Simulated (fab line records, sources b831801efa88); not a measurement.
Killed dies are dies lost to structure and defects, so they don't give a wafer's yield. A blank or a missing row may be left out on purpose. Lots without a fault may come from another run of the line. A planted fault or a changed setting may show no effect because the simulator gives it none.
A struck lot beside a sound one | flow sky130 | 34 steps out of a route of 708
Sound: wafers L236.2, L236.3, L236.5. Struck: wafers L238.1, L238.2, L238.6. The cause comes at the end.
At each step with rows: each side's tool, then ch and its chambers, then its first start. Under that, the readings that differ: sound wafers | struck wafers | difference of the means | sigmas: that difference in standard deviations of wafers without a fault.
alike: readings whose means differ by less than 2 such deviations, and words and numbers that are the same on both sides. not compared: withheld readings, readings that some wafer has no value for, bounds like >300 that may hide the same value, and numbers for which the record gives no deviation and whose values overlap.
The two part at a step that has a row with sigmas, a row that says differs or no value, or rows on one side only. Numbers that don't overlap but have no deviation are shown without sigmas and don't part them. A reading that every wafer of one side lacks parts them only if that side has two wafers or more.

first, 8 steps without rows for these wafers: SKY_LOCAL_INTERCONNECT_ETCH_13 (etches BARC in N2/H2, stops on SiO2, time 45.9 s, target depth 60 nm); SKY_LOCAL_INTERCONNECT_METAL_ETCH_14 (etches TiN in Cl2/BCl3, stops on PSG, target depth 110 nm, time 31.4 s); SKY_LOCAL_INTERCONNECT_STRIP_15 (strips in O2/N2); SKY_LOCAL_INTERCONNECT_STRIP_16 (strips in post etch residue remover, time 1200 s); SKY_LOCAL_INTERCONNECT_CLEAN_17 (cleans in IPA, time 180 s); SKY_LOCAL_INTERCONNECT_CLEAN_18 (cleans in O3/DIW); SKY_CONTACT_CVD_00 (deposits Si3N4, target thk 75 nm); SKY_CONTACT_HDPCVD_02 (deposits SiO2, target thk 565 nm, time 94.2 s).
SKY_CONTACT_CMP_04: polishes SiO2.
  sound on cmp-02 ch 0,2, day 34 02:26; struck on cmp-01 ch 0,2, day 34 15:50
  reading                                     | sound             | struck            | difference | sigmas
  motor_current_A (A)                         | 10.5 11.8 11.6    | 13.6 13.8 13.2    | +2.2       | +2
  time_to_endpoint_s (s)                      | 84 84 84          | 105 106 105       | +21        | +5
  model.SiO2_of_CONTACT_HDPCVD_02.thk_nm (nm) | 342.7 342.5 342.8 | 417.1 420.7 418.5 | +76.1      |
then, 9 steps without rows for these wafers: SKY_CONTACT_DEHYDRATE_06 (time 60 s); SKY_CONTACT_HMDS_07 (prime time 60 s); SKY_CONTACT_COAT_08 (resist thk 60 nm); SKY_CONTACT_COAT_09 (resist thk 450 nm); SKY_CONTACT_SOFTBAKE_10 (time 90 s); SKY_CONTACT_EXPOSE_11 (exposes mask CTM1, target cd 170 nm); SKY_CONTACT_PEB_12; SKY_CONTACT_DEVELOP_13 (develop time 60 s); SKY_CONTACT_ETCH_16 (etches BARC in N2/H2, stops on SiO2, time 45.9 s, target depth 60 nm).
SKY_CONTACT_ETCH_17: etches SiO2 in C4F8/O2/Ar, stops on Si3N4, target depth 340 nm.
  sound on rie_diel-03 ch 0,1, day 35 05:11; struck on rie_diel-03 ch 2,3, day 35 18:38
  reading                             | sound             | struck            | difference | sigmas
  oes_product_au (a.u.)               | 0.894 0.892 0.896 | 0.995 1.012 0.986 | +0.104     | +19
  model.CONTACT.feature_depth_nm (nm) | 342.7 342.5 342.8 | 408.2 411.4 408.2 | +66.6      |
  model.etch.depth_nm (nm)            | 342.7 342.5 342.8 | 408.1 411.4 408.2 | +66.6      |
then, 13 steps without rows for these wafers: SKY_CONTACT_ETCH_18 (etches Si3N4 in CHF3/O2, stops on TiN, time 39 s, target depth 75 nm); SKY_CONTACT_STRIP_19 (strips in O2/N2); SKY_CONTACT_STRIP_20 (strips in post etch residue remover, time 1200 s); SKY_CONTACT_CLEAN_21 (cleans in IPA, time 180 s); SKY_CONTACT_CLEAN_22 (cleans in O3/DIW); SKY_CONTACT_SPUTTER_23 (material TiN, target thk 20 nm, time 80 s); SKY_CONTACT_CVD_24 (deposits W, target thk 340 nm, time 102.12 s); SKY_CONTACT_CMP_27 (polishes, stops on SiO2, t overpolish 15 s, target thk 0 nm); SKY_METAL1_SPUTTER_00 (material Ti, target thk 15 nm, time 10 s); SKY_METAL1_SPUTTER_01 (material TiN, target thk 20 nm, time 16.7 s); SKY_METAL1_SPUTTER_02 (material AlCu, target thk 250 nm, time 13.3 s); SKY_METAL1_SPUTTER_03 (material Ti, target thk 5 nm, time 3.3 s); SKY_METAL1_SPUTTER_04 (material TiN, target thk 70 nm, time 58.3 s).
SKY_METAL1_METAL_ETCH_19: etches the open film in Cl2/BCl3, stops on SiO2, target depth 360 nm, time 78 s.
  sound on rie_metal-02 ch 0,1, day 36 09:26; struck on rie_metal-03 ch 1, day 36 22:23
  reading                                     | sound             | struck          | difference | sigmas
  model.SiO2_of_CONTACT_HDPCVD_02.thk_nm (nm) | 328.7 328.5 328.8 | 403 406.6 404.3 | +76        |
  alike: drypump_motor_current_A, oes_product_au, throttle_valve_pct
  not compared: rf_hours_counter_h
-- the record jumps here: 12 days lie between the struck wafers' starts before and after (it left off in module METAL1 and takes up again in module PAD_OPEN, whose first step shown is number 708 of the route) --
SKY_PAD_OPEN_PROBE_99:
  sound on prober-01, day 48 14:42; struck on prober-01, day 49 01:43
  reading                       | sound             | struck           | difference | sigmas
  killed_at_contacts            | 22 16 18          | 140 177 243      | +168       | +33
  killed_dies                   | 91 78 88          | 217 236 301      | +166       | +17
  killed_on_rim                 | 20 15 19          | 28 53 77         | +35        | +9
  model.etest.mcon_chain.rc_ohm | 17.18 16.39 16.49 | 29.99 30.1 32.12 | +14.05     |
  alike: killed_at_M0_to_M3, killed_at_M4_up, killed_at_front_end, killed_at_other, killed_open, killed_short

WHERE THEY PART
First at SKY_CONTACT_CMP_04; last, within this record, at SKY_PAD_OPEN_PROBE_99.

WHY: what the simulator had put in
Process parameter drift: cmp-01, from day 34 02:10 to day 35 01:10, at SKY_CONTACT_CMP_04. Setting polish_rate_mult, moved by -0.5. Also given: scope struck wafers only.
